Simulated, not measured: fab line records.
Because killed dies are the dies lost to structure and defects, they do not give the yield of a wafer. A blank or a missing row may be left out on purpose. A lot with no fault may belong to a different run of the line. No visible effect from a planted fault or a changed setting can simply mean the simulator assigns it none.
The tool behind it: which one? | flow sky130 | 12 lots with 35 wafers sampled at 3 steps, on a route of 708 steps

## WHAT THE GAUGES SHOWED, per wafer
SKY_LI_CONTACT_CD_MEAS_12: target cd 170 nm. Usual: cd_nm 169.8 nm, standard deviation 1.7.
lot  | measured     | on        | cd_nm (nm)        | flag
L581 | day 30 17:57 | cd_sem-02 | 171.7 169.3 170.5 |
L582 | day 31 01:01 | cd_sem-02 | 168.9 168.9 168.5 |
L587 | day 32 10:47 | cd_sem-02 | 169.4 169.2 169.5 |
L589 | day 32 22:09 | cd_sem-02 | 166.6 167.5 167.8 |
L590 | day 33 15:16 | cd_sem-02 | 168.8 169.1 168.9 |
L594 | day 34 15:05 | cd_sem-01 | 173.2 171.0 171.6 |
L595 | day 35 01:38 | cd_sem-01 | 172.2 172.4 172.6 |
L596 | day 35 12:18 | cd_sem-01 | 167.5 168.7 169.3 |
L597 | day 35 22:42 | cd_sem-02 | 174.4 173.3 174.2 |
L599 | day 36 08:23 | cd_sem-01 | 169.5 168.6 168.8 |
L600 | day 36 13:50 | cd_sem-01 | 168.1 167.7 167.1 |
L601 | day 36 14:27 | cd_sem-02 | 171.3 171.2       |

SKY_LOCAL_INTERCONNECT_RS_MEAS_01: a four-point-probe measurement. Usual: LOCAL_INTERCONNECT_TIN_RS 14.06 ohm/sq, standard deviation 0.17.
lot  | measured     | on            | LOCAL_INTERCONNECT_TIN_RS (ohm/sq) | flag
L581 | day 30 19:20 | film_metro-01 | 13.96 13.89 13.93                  |
L582 | day 31 02:24 | film_metro-03 | 14.00 13.98 14.31                  |
L587 | day 32 12:10 | film_metro-04 | 13.92 14.18 14.13                  |
L589 | day 32 23:33 | film_metro-04 | 14.05 14.01 13.77                  |
L590 | day 33 16:38 | film_metro-01 | 13.71 13.95 13.73                  |
L594 | day 34 16:28 | film_metro-04 | 14.19 14.26 14.27                  |
L595 | day 35 03:01 | film_metro-04 | 14.17 14.23 14.44                  |
L596 | day 35 13:41 | film_metro-01 | 14.03 14.19 14.10                  |
L597 | day 36 00:05 | film_metro-01 | 14.59 14.38 14.23                  |
L599 | day 36 09:48 | film_metro-01 | 13.99 14.11 14.08                  |
L600 | day 36 15:14 | film_metro-04 | 14.10 14.06 14.00                  |
L601 | day 36 15:51 | film_metro-03 | 13.99 13.96                        |

## TOOL THAT RAN EACH LOT (tool first, then ch and the chambers of the sampled wafers, then the start)
lot  | SKY_LI_CONTACT_SPUTTER_20
L581 | pvd_sputter-02, day 30 18:34
L582 | pvd_sputter-03, day 31 01:38
L587 | pvd_sputter-01, day 32 11:26
L589 | pvd_sputter-03, day 32 22:48
L590 | pvd_sputter-02, day 33 15:51
L594 | pvd_sputter-02, day 34 15:44
L595 | pvd_sputter-01, day 35 02:15
L596 | pvd_sputter-03, day 35 12:57
L597 | pvd_sputter-01, day 35 23:20
L599 | pvd_sputter-03, day 36 09:04
L600 | pvd_sputter-01, day 36 14:30
L601 | pvd_sputter-02, day 36 15:05
- SKY_LI_CONTACT_SPUTTER_20: material TiN, target thk 20 nm, time 80 s.

## WHAT THE TOOLS THEMSELVES READ (means of the sampled wafers that have a number; where no wafer has one, the mark that the record gives instead)
SKY_LI_CONTACT_SPUTTER_20. Usual: throttle_valve_pct 29.8 %, standard deviation 1.
lot  | tool           | throttle_valve_pct (%) | flag
L581 | pvd_sputter-02 | 29.3                   |
L582 | pvd_sputter-03 | 30.0                   |
L587 | pvd_sputter-01 | 30.3                   |
L589 | pvd_sputter-03 | 28.8                   |
L590 | pvd_sputter-02 | 29.5                   |
L594 | pvd_sputter-02 | 29.7                   |
L595 | pvd_sputter-01 | 30.4                   |
L596 | pvd_sputter-03 | 31.0                   |
L597 | pvd_sputter-01 | 30.5                   |
L599 | pvd_sputter-03 | 28.9                   |
L600 | pvd_sputter-01 | 29.8                   |
L601 | pvd_sputter-02 | 29.5                   |

## THE ANSWER, worked out from the rows above alone
Rule: a lot is off if the mean of its wafers that have a number lies more than 3 standard deviations from the usual mean. A lot without any number at a reading at which 4 lots or more have one is off too. Where the step has rows for the other lots, those lots are counted as sound. The gauges are gone through in route order, then the tools' own readings, and for those a lot's mean is taken as printed above. At the first step where some lot is off, the reading lying furthest off is the one used; lots without a number count as furthest.
Across all readings shown, no lot is off: no conclusion can be drawn from this.

## WHAT THE SIMULATOR PUT IN
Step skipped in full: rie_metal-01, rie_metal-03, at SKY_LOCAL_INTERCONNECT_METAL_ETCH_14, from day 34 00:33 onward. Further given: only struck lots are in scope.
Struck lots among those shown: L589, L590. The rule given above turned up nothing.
